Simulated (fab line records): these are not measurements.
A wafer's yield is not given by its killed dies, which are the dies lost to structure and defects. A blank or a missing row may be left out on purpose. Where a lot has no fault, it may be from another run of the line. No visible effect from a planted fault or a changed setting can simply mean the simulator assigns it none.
Shared-tool check || flow gf180mcu || Sampled: 14 lots, 42 wafers

THE REASON FOR OPENING IT
2 of 14 lots carry a flag on the reading LVPWELL_OVL at GF_LVPWELL_OVL_MEAS_07. Wafers without a fault read -0.7 nm, standard deviation 1.8.
Rule: flag the lot when none of its wafers has a number, or when each of its wafers that has one lies beyond 4 standard deviations from that mean. The other lots count as sound.

{"lot": "L197", "measured": "day 4 05:28", "on": "overlay-01", "LVPWELL_OVL (nm), wafer by wafer": "-1.3 -0.8 -0.9", "flag": ""}
{"lot": "L198", "measured": "day 4 08:55", "on": "overlay-01", "LVPWELL_OVL (nm), wafer by wafer": "2.4 1.2 3.7", "flag": ""}
{"lot": "L199", "measured": "day 4 13:38", "on": "overlay-01", "LVPWELL_OVL (nm), wafer by wafer": "0.7 0.5 1.0", "flag": ""}
{"lot": "L200", "measured": "day 4 20:00", "on": "overlay-01", "LVPWELL_OVL (nm), wafer by wafer": "2.2 1.1 0.4", "flag": ""}
{"lot": "L201", "measured": "day 5 01:34", "on": "overlay-01", "LVPWELL_OVL (nm), wafer by wafer": "-1.7 -0.7 0.5", "flag": ""}
{"lot": "L202", "measured": "day 5 06:06", "on": "overlay-01", "LVPWELL_OVL (nm), wafer by wafer": "-2.1 -2.5 -1.0", "flag": ""}
{"lot": "L203", "measured": "day 5 12:33", "on": "overlay-01", "LVPWELL_OVL (nm), wafer by wafer": "2.4 -0.6 -0.5", "flag": ""}
{"lot": "L206", "measured": "day 6 04:08", "on": "overlay-02", "LVPWELL_OVL (nm), wafer by wafer": "-2.8 -3.7 -3.9", "flag": ""}
{"lot": "L207", "measured": "day 6 10:51", "on": "overlay-02", "LVPWELL_OVL (nm), wafer by wafer": "-4.1 -2.9 -4.1", "flag": ""}
{"lot": "L210", "measured": "day 7 03:44", "on": "overlay-02", "LVPWELL_OVL (nm), wafer by wafer": "-151.8 -150.0 -151.6", "flag": "FLAGGED"}
{"lot": "L211", "measured": "day 7 12:07", "on": "overlay-01", "LVPWELL_OVL (nm), wafer by wafer": "-153.2 -154.5 -154.2", "flag": "FLAGGED"}
{"lot": "L213", "measured": "day 7 21:37", "on": "overlay-02", "LVPWELL_OVL (nm), wafer by wafer": "-0.2 -1.0 -0.2", "flag": ""}
{"lot": "L217", "measured": "day 8 18:34", "on": "overlay-01", "LVPWELL_OVL (nm), wafer by wafer": "0.5 1.1 -0.2", "flag": ""}
{"lot": "L219", "measured": "day 9 08:40", "on": "overlay-02", "LVPWELL_OVL (nm), wafer by wafer": "-2.3 -1.2 -2.9", "flag": ""}
The numbers of the flagged lots are -152.6 nm on average: -151.9 nm against the usual, or -84 standard deviations.

TOOL THAT RAN EACH LOT
The record holds 2 process steps before the reading, out of a route of 602 steps. Each cell gives the tool, then ch followed by the chambers the sampled wafers passed through, then the start.
{"lot": "L197", "flag": "", "GF_DNWELL_STRIP_08": "plasmaAsher-04 ch 0,1, day 3 02:56", "GF_LVPWELL_EXPOSE_04": "ilineStepper-02 ch 0, day 3 22:42"}
{"lot": "L198", "flag": "", "GF_DNWELL_STRIP_08": "plasmaAsher-04 ch 0, day 3 06:03", "GF_LVPWELL_EXPOSE_04": "ilineStepper-01 ch 0, day 4 02:47"}
{"lot": "L199", "flag": "", "GF_DNWELL_STRIP_08": "plasmaAsher-04 ch 0,1, day 3 10:26", "GF_LVPWELL_EXPOSE_04": "ilineStepper-02 ch 0, day 4 06:50"}
{"lot": "L200", "flag": "", "GF_DNWELL_STRIP_08": "plasmaAsher-01 ch 0,1, day 3 16:55", "GF_LVPWELL_EXPOSE_04": "ilineStepper-02 ch 0, day 4 13:20"}
{"lot": "L201", "flag": "", "GF_DNWELL_STRIP_08": "plasmaAsher-04 ch 0, day 3 21:47", "GF_LVPWELL_EXPOSE_04": "ilineStepper-02 ch 0, day 4 18:40"}
{"lot": "L202", "flag": "", "GF_DNWELL_STRIP_08": "plasmaAsher-01 ch 0,1, day 4 02:28", "GF_LVPWELL_EXPOSE_04": "ilineStepper-02 ch 0, day 4 23:18"}
{"lot": "L203", "flag": "", "GF_DNWELL_STRIP_08": "plasmaAsher-04 ch 0, day 4 08:08", "GF_LVPWELL_EXPOSE_04": "ilineStepper-01 ch 0, day 5 05:45"}
{"lot": "L206", "flag": "", "GF_DNWELL_STRIP_08": "plasmaAsher-01 ch 0,1, day 4 22:59", "GF_LVPWELL_EXPOSE_04": "ilineStepper-02 ch 0, day 5 20:37"}
{"lot": "L207", "flag": "", "GF_DNWELL_STRIP_08": "plasmaAsher-03 ch 0,1, day 5 05:06", "GF_LVPWELL_EXPOSE_04": "ilineStepper-01 ch 0, day 6 03:29"}
{"lot": "L210", "flag": "FLAGGED", "GF_DNWELL_STRIP_08": "plasmaAsher-04 ch 0,1, day 5 20:36", "GF_LVPWELL_EXPOSE_04": "ilineStepper-02 ch 0, day 6 19:53"}
{"lot": "L211", "flag": "FLAGGED", "GF_DNWELL_STRIP_08": "plasmaAsher-04 ch 0,1, day 6 04:27", "GF_LVPWELL_EXPOSE_04": "ilineStepper-02 ch 0, day 7 04:41"}
{"lot": "L213", "flag": "", "GF_DNWELL_STRIP_08": "plasmaAsher-01 ch 0,1, day 6 13:35", "GF_LVPWELL_EXPOSE_04": "ilineStepper-01 ch 0, day 7 13:24"}
{"lot": "L217", "flag": "", "GF_DNWELL_STRIP_08": "plasmaAsher-03 ch 0,1, day 7 10:00", "GF_LVPWELL_EXPOSE_04": "ilineStepper-01 ch 0, day 8 10:17"}
{"lot": "L219", "flag": "", "GF_DNWELL_STRIP_08": "plasmaAsher-04 ch 0,1, day 7 22:02", "GF_LVPWELL_EXPOSE_04": "ilineStepper-01 ch 0, day 9 00:02"}
What these steps do:
- GF_DNWELL_STRIP_08: strips in O2/N2.
- GF_LVPWELL_EXPOSE_04: exposes mask LVPWELL, target cd 600 nm.
- GF_LVPWELL_OVL_MEAS_07

FLAGGED AGAINST TOTAL, ONE TOOL AT A TIME (gauges that did the reading follow at the end)
{"step": "GF_DNWELL_STRIP_08", "tool": "plasmaAsher-01", "lots run": 4, "flagged": 0, "share of the flagged lots": "none", "sound lots run after its first flagged lot": "-"}
{"step": "GF_DNWELL_STRIP_08", "tool": "plasmaAsher-03", "lots run": 2, "flagged": 0, "share of the flagged lots": "none", "sound lots run after its first flagged lot": "-"}
{"step": "GF_DNWELL_STRIP_08", "tool": "plasmaAsher-04", "lots run": 8, "flagged": 2, "share of the flagged lots": "all", "sound lots run after its first flagged lot": "1 (L219)"}
{"step": "GF_LVPWELL_EXPOSE_04", "tool": "ilineStepper-01", "lots run": 6, "flagged": 0, "share of the flagged lots": "none", "sound lots run after its first flagged lot": "-"}
{"step": "GF_LVPWELL_EXPOSE_04", "tool": "ilineStepper-02", "lots run": 8, "flagged": 2, "share of the flagged lots": "all", "sound lots run after its first flagged lot": 0}
{"step": "GF_LVPWELL_OVL_MEAS_07", "tool": "overlay-01", "lots run": 9, "flagged": 1, "share of the flagged lots": "some", "sound lots run after its first flagged lot": "1 (L217)"}
{"step": "GF_LVPWELL_OVL_MEAS_07", "tool": "overlay-02", "lots run": 5, "flagged": 1, "share of the flagged lots": "some", "sound lots run after its first flagged lot": "2 (L213,L219)"}

THE TABLE: WHAT IT ALLOWS
plasmaAsher-04 at GF_DNWELL_STRIP_08 and ilineStepper-02 at GF_LVPWELL_EXPOSE_04 are the 2 rows of the table that ran each flagged lot.
- plasmaAsher-04 at GF_DNWELL_STRIP_08 ran 8 lots, 2 of them flagged. Sound lots followed the first flagged one (L219) on it, something a lasting fault affecting the whole tool could not allow.
- ilineStepper-02 at GF_LVPWELL_EXPOSE_04 ran 8 lots, 2 of them flagged. Its last sound lot is L206 (day 5 20:37), its first flagged lot L210 (day 6 19:53): a fault that began between those two fits.
ilineStepper-02 at GF_LVPWELL_EXPOSE_04 is the single tool remaining.

WHAT THE SIMULATOR HAD PUT IN
Scanner matching overlay: ilineStepper-02, from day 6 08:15 on, at GF_LVPWELL_EXPOSE_04. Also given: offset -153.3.
Shown lots that were struck: L210, L211. Same finding as the rule above.
